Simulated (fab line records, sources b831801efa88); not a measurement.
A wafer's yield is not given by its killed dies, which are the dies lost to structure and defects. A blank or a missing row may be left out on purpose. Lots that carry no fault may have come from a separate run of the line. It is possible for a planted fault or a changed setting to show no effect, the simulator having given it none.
Which of the tools did it?    flow sky130    18 wafers from 6 lots sampled at 2 of the route's 708 steps

== WHAT THE GAUGES SHOWED, per wafer ==
SKY_METAL4_CD_MEAS_13: the cd target is 300 nm.
lot   measured      on        cdNm (nm)
L804  day 42 06:06  cdSem-02  298.4 299.4 298.0
L806  day 42 22:26  cdSem-02  300.1 300.2 298.7
L814  day 45 04:48  cdSem-02  300.4 299.4 299.8
L818  day 46 04:46  cdSem-02  300.5 299.2 300.2
L821  day 46 19:14  cdSem-01  300.7 300.6 300.6
L825  day 47 17:45  cdSem-02  301.2 300.5 300.4

== TOOL THAT RAN EACH LOT (tool first, then ch and the chambers of the sampled wafers, then the start) ==
lot   SKY_VIA3_CMP_24
L804  cmp-01 ch 0,3, day 40 05:04
L806  cmp-01 ch 0,3, day 40 22:39
L814  cmp-01 ch 0,2,3, day 43 08:52
L818  cmp-01 ch 0,1,3, day 44 09:05
L821  cmp-02 ch 0,3, day 45 01:00
L825  cmp-02 ch 1,2,3, day 46 00:59
- SKY_VIA3_CMP_24: polishes, stops on SiO2, t overpolish 20 s, target thk 0 nm.

== THE ANSWER, worked out from the rows above alone ==
Rule: what is usual is taken from the lots themselves. The widest of any qualifying gaps counts: lots, ordered by their means at a reading, are off when they make up no more than a third of the lots, leave a main group of 4 or more, and stand apart from it by 3 or more times the standard deviation of that group's means. Not used: any main group whose means are identical at the precision the tables above print for the reading. Also off: a lot with no number at a reading for which 4 or more lots have one. All remaining lots with rows at the step are treated as sound.
No lot is off on any of the readings shown, so nothing can be concluded from this.

== WHAT HAD BEEN PUT IN BY THE SIMULATOR ==
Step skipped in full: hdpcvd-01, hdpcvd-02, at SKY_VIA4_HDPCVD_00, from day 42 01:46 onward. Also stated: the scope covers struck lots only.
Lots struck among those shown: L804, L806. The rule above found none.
